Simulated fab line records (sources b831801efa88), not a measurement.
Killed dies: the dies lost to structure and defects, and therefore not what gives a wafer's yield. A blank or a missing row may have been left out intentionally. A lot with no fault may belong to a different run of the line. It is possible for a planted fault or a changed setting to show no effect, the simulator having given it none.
Which tool is to blame? || flow gf180mcu || 13 lots with 39 wafers sampled at 4 steps, on a route of 602 steps

## WHAT THE GAUGES SHOWED, per wafer
The record lacks any reading of a measuring or inspecting step that a usual standard deviation could be used to judge.

## WHICH TOOL RAN EACH LOT (tool, then ch and the chambers of the sampled wafers, then the start)
{"lot": "L315", "GF_V1_ETCH_17": "rie-diel-02 ch 0,1,2, day 18 02:00", "GF_MIM_SPUTTER_00": "pvd-sputter-04, day 24 09:50", "GF_MIM_SPUTTER_08": "pvd-sputter-03, day 24 10:12", "GF_MIM_SPUTTER_09": "pvd-sputter-03, day 24 10:13"}
{"lot": "L317", "GF_V1_ETCH_17": "rie-diel-01 ch 0,1,2, day 18 22:00", "GF_MIM_SPUTTER_00": "pvd-sputter-04, day 25 05:03", "GF_MIM_SPUTTER_08": "pvd-sputter-02, day 25 05:25", "GF_MIM_SPUTTER_09": "pvd-sputter-02, day 25 05:26"}
{"lot": "L319", "GF_V1_ETCH_17": "rie-diel-01 ch 0,1,2, day 19 17:00", "GF_MIM_SPUTTER_00": "pvd-sputter-02, day 25 20:35", "GF_MIM_SPUTTER_08": "pvd-sputter-03, day 25 20:57", "GF_MIM_SPUTTER_09": "pvd-sputter-03, day 25 20:58"}
{"lot": "L320", "GF_V1_ETCH_17": "rie-diel-04 ch 0,1,3, day 20 04:00", "GF_MIM_SPUTTER_00": "pvd-sputter-03, day 26 07:02", "GF_MIM_SPUTTER_08": "pvd-sputter-02, day 26 07:23", "GF_MIM_SPUTTER_09": "pvd-sputter-02, day 26 07:25"}
{"lot": "L321", "GF_V1_ETCH_17": "rie-diel-02 ch 1,2,3, day 20 08:00", "GF_MIM_SPUTTER_00": "pvd-sputter-03, day 26 10:49", "GF_MIM_SPUTTER_08": "pvd-sputter-04, day 26 11:10", "GF_MIM_SPUTTER_09": "pvd-sputter-04, day 26 11:11"}
{"lot": "L322", "GF_V1_ETCH_17": "rie-diel-01 ch 0,2,3, day 20 19:00", "GF_MIM_SPUTTER_00": "pvd-sputter-03, day 26 18:01", "GF_MIM_SPUTTER_08": "pvd-sputter-04, day 26 18:23", "GF_MIM_SPUTTER_09": "pvd-sputter-04, day 26 18:24"}
{"lot": "L323", "GF_V1_ETCH_17": "rie-diel-02 ch 1,3, day 21 09:00", "GF_MIM_SPUTTER_00": "pvd-sputter-02, day 27 08:08", "GF_MIM_SPUTTER_08": "pvd-sputter-04, day 27 08:30", "GF_MIM_SPUTTER_09": "pvd-sputter-04, day 27 08:31"}
{"lot": "L324", "GF_V1_ETCH_17": "rie-diel-04 ch 0,1,3, day 21 17:00", "GF_MIM_SPUTTER_00": "pvd-sputter-04, day 27 14:52", "GF_MIM_SPUTTER_08": "pvd-sputter-02, day 27 15:13", "GF_MIM_SPUTTER_09": "pvd-sputter-02, day 27 15:14"}
{"lot": "L328", "GF_V1_ETCH_17": "rie-diel-02 ch 0,2,3, day 23 00:00", "GF_MIM_SPUTTER_00": "pvd-sputter-04, day 28 17:05", "GF_MIM_SPUTTER_08": "pvd-sputter-02, day 28 17:27", "GF_MIM_SPUTTER_09": "pvd-sputter-02, day 28 17:28"}
{"lot": "L330", "GF_V1_ETCH_17": "rie-diel-04 ch 1,3, day 23 12:00", "GF_MIM_SPUTTER_00": "pvd-sputter-03, day 29 02:29", "GF_MIM_SPUTTER_08": "pvd-sputter-02, day 29 02:52", "GF_MIM_SPUTTER_09": "pvd-sputter-02, day 29 02:53"}
{"lot": "L329", "GF_V1_ETCH_17": "rie-diel-02 ch 1,3, day 23 17:00", "GF_MIM_SPUTTER_00": "pvd-sputter-03, day 29 07:56", "GF_MIM_SPUTTER_08": "pvd-sputter-04, day 29 08:18", "GF_MIM_SPUTTER_09": "pvd-sputter-04, day 29 08:19"}
{"lot": "L332", "GF_V1_ETCH_17": "rie-diel-01 ch 0,1,2, day 24 12:00", "GF_MIM_SPUTTER_00": "pvd-sputter-03, day 29 23:56", "GF_MIM_SPUTTER_08": "pvd-sputter-02, day 30 00:18", "GF_MIM_SPUTTER_09": "pvd-sputter-02, day 30 00:19"}
{"lot": "L334", "GF_V1_ETCH_17": "rie-diel-01 ch 0,1, day 24 20:00", "GF_MIM_SPUTTER_00": "pvd-sputter-04, day 30 07:34", "GF_MIM_SPUTTER_08": "pvd-sputter-02, day 30 07:56", "GF_MIM_SPUTTER_09": "pvd-sputter-02, day 30 07:58"}
- GF_V1_ETCH_17: etches SiO2 in C4F8/O2/Ar, stops on TiN, target depth 630 nm.
- GF_MIM_SPUTTER_00: material Ti, target thk 37.5 nm, time 150 s.
- GF_MIM_SPUTTER_08: material AlCu, target thk 200 nm, time 10.6 s.
- GF_MIM_SPUTTER_09: material TiN, target thk 35 nm, time 29.2 s.

## AS READ BY THE TOOLS THEMSELVES (means over the sampled wafers that have a number; for cases with no such wafer, the mark the record gives instead)
GF_V1_ETCH_17.
{"lot": "L315", "tool": "rie-diel-02", "bias-w (W)": 1198, "oes-product-au (a.u.)": 0.863}
{"lot": "L317", "tool": "rie-diel-01", "bias-w (W)": 1199, "oes-product-au (a.u.)": 0.855}
{"lot": "L319", "tool": "rie-diel-01", "bias-w (W)": 1202, "oes-product-au (a.u.)": 0.852}
{"lot": "L320", "tool": "rie-diel-04", "bias-w (W)": 1202, "oes-product-au (a.u.)": 0.855}
{"lot": "L321", "tool": "rie-diel-02", "bias-w (W)": 1202, "oes-product-au (a.u.)": 0.856}
{"lot": "L322", "tool": "rie-diel-01", "bias-w (W)": 1197, "oes-product-au (a.u.)": 0.856}
{"lot": "L323", "tool": "rie-diel-02", "bias-w (W)": 1202, "oes-product-au (a.u.)": 0.857}
{"lot": "L324", "tool": "rie-diel-04", "bias-w (W)": 1199, "oes-product-au (a.u.)": 0.855}
{"lot": "L328", "tool": "rie-diel-02", "bias-w (W)": 1201, "oes-product-au (a.u.)": 0.853}
{"lot": "L330", "tool": "rie-diel-04", "bias-w (W)": 1205, "oes-product-au (a.u.)": 0.860}
{"lot": "L329", "tool": "rie-diel-02", "bias-w (W)": 1199, "oes-product-au (a.u.)": 0.861}
{"lot": "L332", "tool": "rie-diel-01", "bias-w (W)": 1233, "oes-product-au (a.u.)": 0.854}
{"lot": "L334", "tool": "rie-diel-01", "bias-w (W)": 1235, "oes-product-au (a.u.)": 0.858}

GF_MIM_SPUTTER_00.
{"lot": "L315", "tool": "pvd-sputter-04", "throttle-valve-pct (%)": 30.4}
{"lot": "L317", "tool": "pvd-sputter-04", "throttle-valve-pct (%)": 30.0}
{"lot": "L319", "tool": "pvd-sputter-02", "throttle-valve-pct (%)": 29.8}
{"lot": "L320", "tool": "pvd-sputter-03", "throttle-valve-pct (%)": 29.7}
{"lot": "L321", "tool": "pvd-sputter-03", "throttle-valve-pct (%)": 29.8}
{"lot": "L322", "tool": "pvd-sputter-03", "throttle-valve-pct (%)": 30.2}
{"lot": "L323", "tool": "pvd-sputter-02", "throttle-valve-pct (%)": 28.8}
{"lot": "L324", "tool": "pvd-sputter-04", "throttle-valve-pct (%)": 30.1}
{"lot": "L328", "tool": "pvd-sputter-04", "throttle-valve-pct (%)": 30.1}
{"lot": "L330", "tool": "pvd-sputter-03", "throttle-valve-pct (%)": 30.0}
{"lot": "L329", "tool": "pvd-sputter-03", "throttle-valve-pct (%)": 29.5}
{"lot": "L332", "tool": "pvd-sputter-03", "throttle-valve-pct (%)": 30.2}
{"lot": "L334", "tool": "pvd-sputter-04", "throttle-valve-pct (%)": 30.1}

GF_MIM_SPUTTER_08.
{"lot": "L315", "tool": "pvd-sputter-03", "throttle-valve-pct (%)": 30.3}
{"lot": "L317", "tool": "pvd-sputter-02", "throttle-valve-pct (%)": 29.8}
{"lot": "L319", "tool": "pvd-sputter-03", "throttle-valve-pct (%)": 30.6}
{"lot": "L320", "tool": "pvd-sputter-02", "throttle-valve-pct (%)": 29.8}
{"lot": "L321", "tool": "pvd-sputter-04", "throttle-valve-pct (%)": 30.2}
{"lot": "L322", "tool": "pvd-sputter-04", "throttle-valve-pct (%)": 30.2}
{"lot": "L323", "tool": "pvd-sputter-04", "throttle-valve-pct (%)": 29.8}
{"lot": "L324", "tool": "pvd-sputter-02", "throttle-valve-pct (%)": 29.0}
{"lot": "L328", "tool": "pvd-sputter-02", "throttle-valve-pct (%)": 30.0}
{"lot": "L330", "tool": "pvd-sputter-02", "throttle-valve-pct (%)": 29.7}
{"lot": "L329", "tool": "pvd-sputter-04", "throttle-valve-pct (%)": 30.3}
{"lot": "L332", "tool": "pvd-sputter-02", "throttle-valve-pct (%)": 29.5}
{"lot": "L334", "tool": "pvd-sputter-02", "throttle-valve-pct (%)": 30.3}

GF_MIM_SPUTTER_09.
{"lot": "L315", "tool": "pvd-sputter-03", "throttle-valve-pct (%)": 30.2}
{"lot": "L317", "tool": "pvd-sputter-02", "throttle-valve-pct (%)": 29.7}
{"lot": "L319", "tool": "pvd-sputter-03", "throttle-valve-pct (%)": 30.3}
{"lot": "L320", "tool": "pvd-sputter-02", "throttle-valve-pct (%)": 30.0}
{"lot": "L321", "tool": "pvd-sputter-04", "throttle-valve-pct (%)": 30.1}
{"lot": "L322", "tool": "pvd-sputter-04", "throttle-valve-pct (%)": 30.3}
{"lot": "L323", "tool": "pvd-sputter-04", "throttle-valve-pct (%)": 29.9}
{"lot": "L324", "tool": "pvd-sputter-02", "throttle-valve-pct (%)": 28.9}
{"lot": "L328", "tool": "pvd-sputter-02", "throttle-valve-pct (%)": 30.1}
{"lot": "L330", "tool": "pvd-sputter-02", "throttle-valve-pct (%)": 29.7}
{"lot": "L329", "tool": "pvd-sputter-04", "throttle-valve-pct (%)": 30.2}
{"lot": "L332", "tool": "pvd-sputter-02", "throttle-valve-pct (%)": 29.4}
{"lot": "L334", "tool": "pvd-sputter-02", "throttle-valve-pct (%)": 30.1}

## THE ANSWER, worked out from the rows above alone
Rule: the lots themselves supply what counts as usual. Put in order of their means at a reading, lots are off if they are a third of the lots or fewer, leave a main group of 4 or more, and stand apart from it by a gap of 3 or more times the standard deviation of the main group's means; of several such gaps the widest counts. If all means in a main group match to the digits the tables above print for the reading, that group is not used. Also off: a lot with no number at a reading for which 4 or more lots have one. Where the step has rows for the other lots, those lots are counted as sound. Order of review: gauges by route order, followed by the tools' own readings, for which a lot's mean as printed above is used. At the first step where some lot is off, the reading lying furthest off is the one used; lots without a number count as furthest.
Off, at GF_V1_ETCH_17 on bias-w: L332, L334. Main group: mean 1201 W, sd 2.2.
If a tool, at that step or one of the process steps before it, ran each lot that is off and ran no sound lot following the first of them, it fits. One fits: rie-diel-01 at GF_V1_ETCH_17. A fault onset in the window from L322 (day 20 19:00, its last sound lot) to L332 (day 24 12:00, its first lot off) fits.
The tool's own readings at GF_V1_ETCH_17 bear it out: on the lots that are off they differ by more than 5 times the standard deviation of the sound lots' means. bias-w reads 1234 W there against 1201 W on the sound lots.

## WHAT THE SIMULATOR HAD PUT IN
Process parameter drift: rie-diel-01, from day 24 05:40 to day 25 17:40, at GF_V1_ETCH_17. From 1200, the setting bias-w moved by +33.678. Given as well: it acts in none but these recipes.
Struck lots among those shown: L332, L334. The same result came from the rule above.
